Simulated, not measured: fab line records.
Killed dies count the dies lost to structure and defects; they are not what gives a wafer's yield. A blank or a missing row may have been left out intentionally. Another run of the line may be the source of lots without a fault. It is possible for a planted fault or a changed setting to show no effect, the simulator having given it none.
Comparing a struck lot with a sound one	flow sfq-line	32 out of 325 route steps
Sound: wafers L419.1, L419.3, L419.6. Struck: wafer L422.1 (L422.3, L422.6, from the same lot, were not struck and are left out); the cause is given at the end.
Per side, at each step with rows, come the tool, then ch with its chambers, and then its first start. Under that, the readings that differ: sound wafers	struck wafers	difference of the means	sigmas: that difference in standard deviations of wafers without a fault.
alike: same words and numbers on both sides, and readings whose means sit less than 2 such deviations apart. not compared: any withheld reading, any reading some wafer has no value for, any bound like >300 that may hide the same value, and any number with overlapping values for which the record gives no deviation.
The two part at a step that has a row with sigmas, a row that says differs or no value, or rows on one side only. Non-overlapping numbers with no deviation appear without sigmas and do not part them. A reading missing from all wafers of one side parts the sides only when that side holds two or more wafers.

SFQ_INCOMING_BOW_MEAS_900:
  sound on film-metro-02, day 2 11:00; struck on film-metro-01, day 3 02:00
  alike: INCOMING_BOW
then, 1 step without rows for these wafers: SFQ_TRILAYER_INCOMING_OXIDATION_002 (target thk 500 nm, ox time 4939 s).
SFQ_TRILAYER_L0_DEP_SPUTTER_003: material MoNx KI, target thk 40 nm, time 100 s.
  sound on pvd-sputter-06, day 2 13:29; struck on pvd-sputter-06, day 3 04:29
reading	sound	struck	difference	sigmas
model.MoNx_KI_of_TRILAYER_L0_DEP_SPUTTER_003.thk-nm (nm)	40.13 40.16 39.53	19.43	-20.51	
  alike: throttle-valve-pct
SFQ_L0_RS_MEAS_901: the measuring method here is four-point-probe.
  sound on film-metro-02, day 2 13:34; struck on film-metro-04, day 3 04:34
reading	sound	struck	difference	sigmas
L0_MONX_KI_RS (ohm/sq)	43.4 43.3 44.0	89.6	+46.0	+99 or more
SFQ_L0_THK_MEAS_902: measures by xrf.
  sound on film-metro-02, day 2 13:41; struck on film-metro-04, day 3 04:41
reading	sound	struck	difference	sigmas
L0_MONX_KI_THK (nm)	40.4 40.6 39.9	19.6	-20.7	-57
then, 6 steps without rows for these wafers: SFQ_TRILAYER_L0_LITHO_COAT_010 (resist thk 62 nm); SFQ_TRILAYER_L0_LITHO_COAT_005 (resist thk 600 nm); SFQ_TRILAYER_L0_LITHO_SOFTBAKE_009; SFQ_TRILAYER_L0_LITHO_EXPOSE_006 (exposes mask L0, target cd 2000 nm); SFQ_TRILAYER_L0_LITHO_PEB_008 (peb time 60 s); SFQ_TRILAYER_L0_LITHO_DEVELOP_007 (time 60 s).
-- the record jumps here: 3 days lie between the struck wafers' starts before and after --
SFQ_TRILAYER_L0_BARC_OPEN_METAL_ETCH_010: etches BARC in O2, target depth 125 nm, time 41.7 s.
  sound on rie-metal-03 ch 0,1, day 5 07:46; struck on rie-metal-01 ch 1, day 6 10:09
  alike: bias-w, drypump-motor-current-A, he-backside-leak-sccm, oes-product-au
  not compared: rf-hours-counter-h
SFQ_TRILAYER_L0_ETCH_METAL_ETCH_008: etches MoNx KI in SF6/O2, stops on SiO2, target depth 50 nm, time 25 s.
  sound on rie-metal-03 ch 0,1, day 5 07:50; struck on rie-metal-01 ch 1, day 6 10:13
reading	sound	struck	difference	sigmas
oes-product-au (a.u.)	0.875 0.871 0.861	0.613	-0.256	-43
  alike: bias-w, drypump-motor-current-A, he-backside-leak-sccm
  not compared: rf-hours-counter-h
SFQ_TRILAYER_L0_STRIP_STRIP_009: strips in O2.
  sound on rie-metal-03 ch 0,1, day 5 07:52; struck on rie-metal-01 ch 1, day 6 10:15
  alike: drypump-motor-current-A, he-backside-leak-sccm, oes-product-au
  not compared: rf-hours-counter-h
then, 1 step without rows for these wafers: SFQ_TRILAYER_L0_STRIP_SOLV_CLEAN_010 (cleans in NMP, time 600 s).
SFQ_TRILAYER_L0_CAP_PECVD_011: deposits SiO2 from SiH4/N2O, time 13.333 s, target thk 60 nm.
  sound on pecvd-03 ch 0,1, day 5 08:41; struck on pecvd-04 ch 1, day 6 11:02
reading	sound	struck	difference	sigmas
throttle-valve-pct (%)	23.9 23.6 24.0	28.3	+4.5	+3
  alike: chamber-pressure-Torr, heater-power-w
  not compared: since-wet-clean-h
then, 6 steps without rows for these wafers: SFQ_TRILAYER_L0_VIA_LITHO_COAT_018 (resist thk 62 nm); SFQ_TRILAYER_L0_VIA_LITHO_COAT_013 (resist thk 650 nm); SFQ_TRILAYER_L0_VIA_LITHO_SOFTBAKE_017; SFQ_TRILAYER_L0_VIA_LITHO_EXPOSE_014 (exposes mask L0V, target cd 700 nm); SFQ_TRILAYER_L0_VIA_LITHO_PEB_016 (peb time 60 s); SFQ_TRILAYER_L0_VIA_LITHO_DEVELOP_015 (time 60 s).
-- the record jumps here: 4 days lie between the struck wafers' starts before and after --
SFQ_L0V_OVL_MEAS_903:
  sound on overlay-02, day 9 06:47; struck on overlay-01, day 10 12:34
  alike: L0V_OVL
SFQ_TRILAYER_L0_VIA_BARC_OPEN_VIA_ETCH_021: etches BARC in O2, target depth 125 nm, time 41.7 s.
  sound on rie-diel-01 ch 2,3, day 9 06:50; struck on rie-diel-02 ch 0, day 10 12:37
  alike: bias-w, drypump-motor-current-A, oes-product-au
  not compared: rf-hours-counter-h
then, 4 steps without rows for these wafers: SFQ_TRILAYER_L0_VIA_ETCH_VIA_ETCH_016 (etches SiO2 in CHF3, stops on MoNx KI, target depth 80 nm); SFQ_TRILAYER_L0_VIA_STRIP_STRIP_017 (strips in O2); SFQ_TRILAYER_L0_VIA_STRIP_SOLV_CLEAN_018 (cleans in NMP, time 600 s); SFQ_TRILAYER_M0_DEP_PRE_CLEAN_020 (time 15 s).
SFQ_TRILAYER_M0_DEP_SPUTTER_019: material Nb, target thk 200 nm, time 133.3 s.
  sound on pvd-sputter-05, day 9 07:43; struck on pvd-sputter-05, day 10 14:06
  alike: throttle-valve-pct
SFQ_M0_RS_MEAS_904: the measuring method here is four-point-probe.
  sound on film-metro-01, day 9 07:49; struck on film-metro-04, day 10 14:11
  alike: M0_NB_RS
then, 1 step without rows for these wafers: SFQ_TRILAYER_M0_LITHO_COAT_026 (resist thk 62 nm).
-- the record jumps here: 78 days lie between the struck wafers' starts before and after --
SFQ_M8_BOW_MEAS_951:
  sound on film-metro-02, day 82 03:11; struck on film-metro-01, day 88 23:11
reading	sound	struck	difference	sigmas
model.etest.l0.ohm-sq	43.4 43.37 44.07	89.63	+46.02	
model.etest.l0v.link-ohm	44.32 44.29 44.98	90.53	+46.00	
model.etest.l0.ohm-um	21.71 21.72 22.07	44.8	+23.0	
  alike: M8_BOW

== WHERE THEY PART ==
At SFQ_L0_RS_MEAS_901 first; at SFQ_TRILAYER_L0_CAP_PECVD_011 last (within this record only). Later steps at which nothing parts them and some readings are alike: SFQ_L0V_OVL_MEAS_903, SFQ_TRILAYER_L0_VIA_BARC_OPEN_VIA_ETCH_021, SFQ_TRILAYER_M0_DEP_SPUTTER_019, SFQ_M0_RS_MEAS_904, SFQ_M8_BOW_MEAS_951.

WHY: what the simulator had put in
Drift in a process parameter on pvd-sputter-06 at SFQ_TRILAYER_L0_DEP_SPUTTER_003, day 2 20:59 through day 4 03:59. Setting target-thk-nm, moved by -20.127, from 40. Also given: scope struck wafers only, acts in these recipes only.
